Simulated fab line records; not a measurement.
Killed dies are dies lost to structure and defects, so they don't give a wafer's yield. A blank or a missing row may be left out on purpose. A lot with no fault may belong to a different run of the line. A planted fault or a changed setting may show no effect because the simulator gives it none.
Matching of chambers / flow sky130 / 4 sister chambers for SKY_FIELD_ISO_ETCH_17 on rie-si-02
The step etches Si in HBr/Cl2/O2, target depth 342 nm, time 97.7 s. 20 wafers are shown with their chamber, then 10 later ones without.

WAFERS, EACH WITH ITS CHAMBER
wafer=L236.3; chamber=0; oes-product-au (a.u.)=0.998; O2_flow_sccm (sccm)=5.968; throttle-valve-pct (%)=25.658
wafer=L236.5; chamber=1; oes-product-au (a.u.)=0.976; O2_flow_sccm (sccm)=5.971; throttle-valve-pct (%)=25.678
wafer=L236.6; chamber=0; oes-product-au (a.u.)=1.005; O2_flow_sccm (sccm)=6.011; throttle-valve-pct (%)=25.651
wafer=L238.1; chamber=3; oes-product-au (a.u.)=0.981; O2_flow_sccm (sccm)=5.994; throttle-valve-pct (%)=25.649
wafer=L238.2; chamber=0; oes-product-au (a.u.)=0.988; O2_flow_sccm (sccm)=6.011; throttle-valve-pct (%)=25.673
wafer=L238.5; chamber=2; oes-product-au (a.u.)=0.987; O2_flow_sccm (sccm)=5.998; throttle-valve-pct (%)=25.658
wafer=L240.2; chamber=2; oes-product-au (a.u.)=0.990; O2_flow_sccm (sccm)=6.017; throttle-valve-pct (%)=25.687
wafer=L240.3; chamber=1; oes-product-au (a.u.)=0.984; O2_flow_sccm (sccm)=5.984; throttle-valve-pct (%)=25.654
wafer=L240.5; chamber=3; oes-product-au (a.u.)=1.009; O2_flow_sccm (sccm)=6.005; throttle-valve-pct (%)=25.647
wafer=L241.2; chamber=3; oes-product-au (a.u.)=0.989; O2_flow_sccm (sccm)=6.009; throttle-valve-pct (%)=25.666
wafer=L241.5; chamber=3; oes-product-au (a.u.)=1.000; O2_flow_sccm (sccm)=5.977; throttle-valve-pct (%)=25.651
wafer=L241.6; chamber=2; oes-product-au (a.u.)=0.991; O2_flow_sccm (sccm)=5.998; throttle-valve-pct (%)=25.652
wafer=L242.2; chamber=3; oes-product-au (a.u.)=1.004; O2_flow_sccm (sccm)=6.016; throttle-valve-pct (%)=25.654
wafer=L242.3; chamber=0; oes-product-au (a.u.)=0.995; O2_flow_sccm (sccm)=6.036; throttle-valve-pct (%)=25.672
wafer=L242.5; chamber=3; oes-product-au (a.u.)=0.999; O2_flow_sccm (sccm)=5.979; throttle-valve-pct (%)=25.661
wafer=L244.4; chamber=0; oes-product-au (a.u.)=1.001; O2_flow_sccm (sccm)=5.994; throttle-valve-pct (%)=25.675
wafer=L244.5; chamber=1; oes-product-au (a.u.)=0.986; O2_flow_sccm (sccm)=5.991; throttle-valve-pct (%)=25.667
wafer=L244.6; chamber=3; oes-product-au (a.u.)=0.992; O2_flow_sccm (sccm)=5.985; throttle-valve-pct (%)=25.654
wafer=L247.3; chamber=0; oes-product-au (a.u.)=0.997; O2_flow_sccm (sccm)=5.966; throttle-valve-pct (%)=25.651
wafer=L247.4; chamber=1; oes-product-au (a.u.)=0.981; O2_flow_sccm (sccm)=6.006; throttle-valve-pct (%)=25.645

SIGNATURES, as means of the wafers listed above
reading=oes-product-au; chamber 0=0.99733; chamber 1=0.98175; chamber 2=0.98933; chamber 3=0.99629; scatter within a chamber=0.00697
reading=O2_flow_sccm; chamber 0=5.99767; chamber 1=5.98800; chamber 2=6.00433; chamber 3=5.99500; scatter within a chamber=0.0194
reading=throttle-valve-pct; chamber 0=25.66333; chamber 1=25.66100; chamber 2=25.66567; chamber 3=25.65457; scatter within a chamber=0.0118
Rule: for each reading, subtract the chamber's mean from the wafer's reading, divide by that reading's scatter and square the result; add these up over the readings and take the root, which gives the wafer's distance from the chamber. The wafer belongs to the nearest chamber; if the next one is less than 2 further off, it can't be placed. The scatter is the square root of a quotient: the sum, over the shown wafers, of each reading's squared deviation from its chamber's mean, divided by wafers minus chambers.

WAFERS WHOSE CHAMBER IS MISSING
wafer=L247.5; oes-product-au (a.u.)=0.992; O2_flow_sccm (sccm)=5.979; throttle-valve-pct (%)=25.654
wafer=L252.1; oes-product-au (a.u.)=0.980; O2_flow_sccm (sccm)=6.022; throttle-valve-pct (%)=25.667
wafer=L252.3; oes-product-au (a.u.)=1.006; O2_flow_sccm (sccm)=6.001; throttle-valve-pct (%)=25.659
wafer=L252.5; oes-product-au (a.u.)=0.990; O2_flow_sccm (sccm)=6.001; throttle-valve-pct (%)=25.666
wafer=L255.1; oes-product-au (a.u.)=0.994; O2_flow_sccm (sccm)=6.003; throttle-valve-pct (%)=25.661
wafer=L255.5; oes-product-au (a.u.)=1.002; O2_flow_sccm (sccm)=6.000; throttle-valve-pct (%)=25.660
wafer=L255.6; oes-product-au (a.u.)=1.009; O2_flow_sccm (sccm)=5.982; throttle-valve-pct (%)=25.656
wafer=L257.1; oes-product-au (a.u.)=1.015; O2_flow_sccm (sccm)=6.026; throttle-valve-pct (%)=25.648
wafer=L257.4; oes-product-au (a.u.)=1.001; O2_flow_sccm (sccm)=6.012; throttle-valve-pct (%)=25.669
wafer=L257.6; oes-product-au (a.u.)=1.010; O2_flow_sccm (sccm)=5.988; throttle-valve-pct (%)=25.642

WHICH CHAMBER EACH ONE RAN IN
wafer=L247.5; from the rows above=can't be placed: 3 or 0 or 1 or 2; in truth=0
wafer=L252.1; from the rows above=can't be placed: 2 or 1 or 0 or 3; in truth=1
wafer=L252.3; from the rows above=can't be placed: 0 or 3 or 2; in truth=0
wafer=L252.5; from the rows above=can't be placed: 2 or 0 or 3 or 1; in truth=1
wafer=L255.1; from the rows above=can't be placed: 0 or 3 or 2 or 1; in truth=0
wafer=L255.5; from the rows above=can't be placed: 0 or 3 or 2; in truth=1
wafer=L255.6; from the rows above=can't be placed: 3 or 0 or 2 or 1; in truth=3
wafer=L257.1; from the rows above=can't be placed: 3 or 0 or 2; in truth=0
wafer=L257.4; from the rows above=can't be placed: 0 or 3 or 2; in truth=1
wafer=L257.6; from the rows above=can't be placed: 3 or 0 or 2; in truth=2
Placed correctly: 0 of 10. These rows do not allow placing 10 (true chamber among the candidates in 8). Wrongly placed: 0.
